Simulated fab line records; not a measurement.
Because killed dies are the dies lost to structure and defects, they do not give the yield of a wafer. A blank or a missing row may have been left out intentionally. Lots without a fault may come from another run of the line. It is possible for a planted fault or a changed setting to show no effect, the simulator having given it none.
Which tool is to blame? + flow gf180mcu + 35 wafers from 12 lots sampled at 4 of the route's 602 steps

## WHAT THE GAUGES SHOWED, per wafer
GF_V1_THK_MEAS_25: measures by xrf.
| lot  | measured     | on           | V1_W_THK (nm) |
|------|--------------|--------------|---------------|
| L295 | day 18 12:50 | filmMetro-01 | 353 356 363   |
| L297 | day 18 22:49 | filmMetro-03 | 351 349 343   |
| L296 | day 19 05:55 | filmMetro-04 | 340 352 349   |
| L298 | day 19 09:34 | filmMetro-04 | 349 348 346   |
| L307 | day 22 22:48 | filmMetro-04 | 357 351       |
| L309 | day 23 13:51 | filmMetro-03 | 339 341 345   |
| L310 | day 23 23:50 | filmMetro-04 | 345 356 354   |
| L313 | day 24 19:53 | filmMetro-03 | 339 340 337   |
| L314 | day 25 10:37 | filmMetro-03 | 337 342 337   |
| L315 | day 25 17:41 | filmMetro-03 | 340 345 342   |
| L316 | day 26 01:25 | filmMetro-01 | 359 354 355   |
| L317 | day 26 05:22 | filmMetro-03 | 337 344 341   |

GF_V2_THK_MEAS_03.
| lot  | measured     | on           | V2_CVD_02_THK (nm) |
|------|--------------|--------------|--------------------|
| L295 | day 19 14:41 | filmMetro-01 | 841 849 857        |
| L297 | day 20 00:59 | filmMetro-03 | 838 852 851        |
| L296 | day 20 07:52 | filmMetro-03 | 830 832 851        |
| L298 | day 20 10:32 | filmMetro-03 | 859 855 860        |
| L307 | day 23 22:43 | filmMetro-01 | 827 1205           |
| L309 | day 24 13:50 | filmMetro-03 | 856 876 871        |
| L310 | day 24 23:16 | filmMetro-03 | 841 843 849        |
| L313 | day 25 19:43 | filmMetro-02 | 857 839 840        |
| L314 | day 26 08:42 | filmMetro-03 | 833 860 847        |
| L315 | day 26 16:10 | filmMetro-02 | 852 852 868        |
| L316 | day 27 00:52 | filmMetro-03 | 841 837 854        |
| L317 | day 27 03:35 | filmMetro-02 | 860 880 877        |

## EACH LOT AND THE TOOL THAT RAN IT (in order: tool; ch and the chambers of the sampled wafers; start)
| lot  | GF_V1_CVD_23                 | GF_V2_CVD_02                    |
|------|------------------------------|---------------------------------|
| L295 | cvdW-02 ch 0,1, day 18 12:37 | pecvd-02 ch 0,2, day 19 14:36   |
| L297 | cvdW-02 ch 0,1, day 18 22:35 | pecvd-02 ch 0,2, day 20 00:55   |
| L296 | cvdW-02 ch 0,1, day 19 05:41 | pecvd-02 ch 0,1,2, day 20 07:47 |
| L298 | cvdW-01 ch 0,1, day 19 09:21 | pecvd-02 ch 0,2, day 20 10:27   |
| L307 | cvdW-01 ch 1, day 22 22:34   | pecvd-01 ch 0,1, day 23 22:39   |
| L309 | cvdW-01 ch 0,1, day 23 13:37 | pecvd-03 ch 0,1, day 24 13:46   |
| L310 | cvdW-02 ch 0,1, day 23 23:37 | pecvd-02 ch 0,1,2, day 24 23:11 |
| L313 | cvdW-01 ch 0,1, day 24 19:41 | pecvd-02 ch 1,2, day 25 19:38   |
| L314 | cvdW-01 ch 0,1, day 25 10:25 | pecvd-02 ch 0,1,2, day 26 08:37 |
| L315 | cvdW-01 ch 1, day 25 17:20   | pecvd-03 ch 0,1, day 26 16:05   |
| L316 | cvdW-01 ch 1, day 26 01:06   | pecvd-02 ch 0,1,2, day 27 00:47 |
| L317 | cvdW-01 ch 0,1, day 26 05:09 | pecvd-03 ch 0,1,2, day 27 03:29 |
- GF_V1_CVD_23: deposits W, target thk 350 nm, time 105.05 s.
- GF_V2_CVD_02: deposits SiO2 from TEOS, target thk 850 nm, time 94.851 s.

## AS READ BY THE TOOLS THEMSELVES (means over the sampled wafers that have a number; for cases with no such wafer, the mark the record gives instead)
GF_V1_CVD_23.
| lot  | tool    | chamberPressureTorr (Torr) | heaterPowerW (W) |
|------|---------|----------------------------|------------------|
| L295 | cvdW-02 | 39.99                      | 933              |
| L297 | cvdW-02 | 39.92                      | 907              |
| L296 | cvdW-02 | 40.01                      | 912              |
| L298 | cvdW-01 | 40.13                      | 884              |
| L307 | cvdW-01 | 40.05                      | 865              |
| L309 | cvdW-01 | 39.99                      | 919              |
| L310 | cvdW-02 | 39.99                      | 901              |
| L313 | cvdW-01 | 40.02                      | 904              |
| L314 | cvdW-01 | 39.90                      | 905              |
| L315 | cvdW-01 | 40.03                      | 872              |
| L316 | cvdW-01 | 40.01                      | 864              |
| L317 | cvdW-01 | 39.96                      | 932              |

GF_V2_CVD_02.
| lot  | tool     | heaterPowerW (W) |
|------|----------|------------------|
| L295 | pecvd-02 | 599              |
| L297 | pecvd-02 | 577              |
| L296 | pecvd-02 | 649              |
| L298 | pecvd-02 | 638              |
| L307 | pecvd-01 | 716              |
| L309 | pecvd-03 | 577              |
| L310 | pecvd-02 | 658              |
| L313 | pecvd-02 | 621              |
| L314 | pecvd-02 | 663              |
| L315 | pecvd-03 | 530              |
| L316 | pecvd-02 | 599              |
| L317 | pecvd-03 | 632              |

## THE ANSWER, worked out from the rows above alone
Rule: the usual values come from the lots themselves. The widest of any qualifying gaps counts: lots, ordered by their means at a reading, are off when they make up no more than a third of the lots, leave a main group of 4 or more, and stand apart from it by 3 or more times the standard deviation of that group's means. A main group whose means are all the same, to the digits that the tables above print for the reading, isn't used. Also off: a lot with no number at a reading for which 4 or more lots have one. Where the step has rows for the other lots, those lots are counted as sound. The gauges are gone through in route order, then the tools' own readings, and for those a lot's mean is taken as printed above. The first step at which some lot is off is used, and at that step the reading that is off furthest; a lot without a number counts as furthest.
Off: at GF_V2_THK_MEAS_03 (V2_CVD_02_THK), L307. Mean 852 nm and standard deviation 10 in the main group.
A tool fits if, at a process step before that reading, it ran every lot that is off, and no sound lot after the first of them. Those tools and the gauges at GF_V2_THK_MEAS_03 are tried in the same way. Undecided on this evidence; 2 tools fit (pecvd-01 at GF_V2_CVD_02, filmMetro-01 at GF_V2_THK_MEAS_03).

## WHAT THE SIMULATOR PUT IN
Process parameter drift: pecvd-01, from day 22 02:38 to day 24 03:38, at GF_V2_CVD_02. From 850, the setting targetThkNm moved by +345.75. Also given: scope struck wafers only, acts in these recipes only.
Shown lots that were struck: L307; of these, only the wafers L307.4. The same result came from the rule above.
